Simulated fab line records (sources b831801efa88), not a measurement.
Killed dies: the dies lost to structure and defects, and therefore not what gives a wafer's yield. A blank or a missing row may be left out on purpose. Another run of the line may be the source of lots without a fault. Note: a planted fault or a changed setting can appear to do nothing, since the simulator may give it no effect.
Comparing a struck lot with a sound one	flow sky130	15 steps out of a route of 708
Sound: the wafers L696.2, L696.4, L696.6. Wafers struck: L712.2, L712.3, L712.5. The cause comes at the end.
At each step with rows: each side's tool, then ch and its chambers, then its first start. Under that, the readings that differ: sound wafers	struck wafers	difference of the means	sigmas: that difference in standard deviations of wafers without a fault.
alike: a reading whose means differ by less than 2 such deviations, as well as words and numbers matching on both sides. not compared: withheld readings; readings where some wafer has no value; bounds like >300 that might hide an equal value; numbers whose values overlap and for which the record gives no deviation.
Wherever a step has rows on one side only, a row that says differs or no value, or a row with sigmas, the two part there. When numbers do not overlap yet have no deviation, they are printed without sigmas and do not part them. A reading missing from all wafers of one side parts the sides only when that side holds two or more wafers.

first, 1 step without rows for these wafers: SKY_VT_ADJUST_NCORE_IMPLANT_09.
SKY_VT_ADJUST_NCORE_STRIP_10: strips in O2/N2.
  sound on plasma-asher-01 ch 0,1, day 8 21:38; struck on plasma-asher-01 ch 0,1, day 13 13:25
  alike: drypump-motor-current-A, oes-product-au, strip-time-to-endpoint-s
  not compared: rf-hours-counter-h
SKY_VT_ADJUST_NCORE_TW_MEAS_11:
  struck on film-metro-01, day 13 13:31; sound on film-metro-03, day 8 21:44
  alike: VT_ADJUST_NCORE_TW
then, 7 steps without rows for these wafers: SKY_VT_ADJUST_HVTR_DEHYDRATE_00 (time 60 s); SKY_VT_ADJUST_HVTR_HMDS_01 (prime time 60 s); SKY_VT_ADJUST_HVTR_COAT_02 (resist thk 1140 nm); SKY_VT_ADJUST_HVTR_SOFTBAKE_03 (time 60 s); SKY_VT_ADJUST_HVTR_EXPOSE_04 (exposes mask HVTRM, target cd 380 nm); SKY_VT_ADJUST_HVTR_PEB_05; SKY_VT_ADJUST_HVTR_DEVELOP_06 (develop time 60 s).
SKY_VT_ADJUST_HVTR_CD_MEAS_07 targets a cd of 380 nm.
  struck on cd-sem-01, day 14 15:55; sound on cd-sem-01, day 9 19:06
  alike: cd-nm
SKY_VT_ADJUST_HVTR_OVL_MEAS_08:
  struck on overlay-02, day 14 16:01; sound on overlay-02, day 9 19:12
  alike: VT_ADJUST_HVTR_OVL
SKY_VT_ADJUST_HVTR_IMPLANT_09:
  struck on implanter-01, day 14 16:04; sound on implanter-01 ch 0, day 9 19:16
  no value came back on the struck wafers for beam-energy-keV, beam-on-s (s), dose-ions-cm2; on the sound wafers beam-energy-keV reads 9.9971 9.9986 10.001
SKY_VT_ADJUST_HVTR_STRIP_10: strips in O2/N2.
  sound on plasma-asher-02 ch 0,1, day 9 19:23; struck on plasma-asher-04 ch 0,1, day 14 16:11
  alike: drypump-motor-current-A, oes-product-au, strip-time-to-endpoint-s
  not compared: rf-hours-counter-h
SKY_VT_ADJUST_HVTR_TW_MEAS_11:
  struck on film-metro-04, day 14 16:18; sound on film-metro-03, day 9 19:29
reading	sound	struck	difference	sigmas
VT_ADJUST_HVTR_TW	209.7 208.0 209.4	30.0 29.9 30.0	-179.1	-99 or more

WHERE THEY PART
Earliest at SKY_VT_ADJUST_HVTR_IMPLANT_09; latest, in this record, at SKY_VT_ADJUST_HVTR_TW_MEAS_11.

WHY: what had been put in by the simulator
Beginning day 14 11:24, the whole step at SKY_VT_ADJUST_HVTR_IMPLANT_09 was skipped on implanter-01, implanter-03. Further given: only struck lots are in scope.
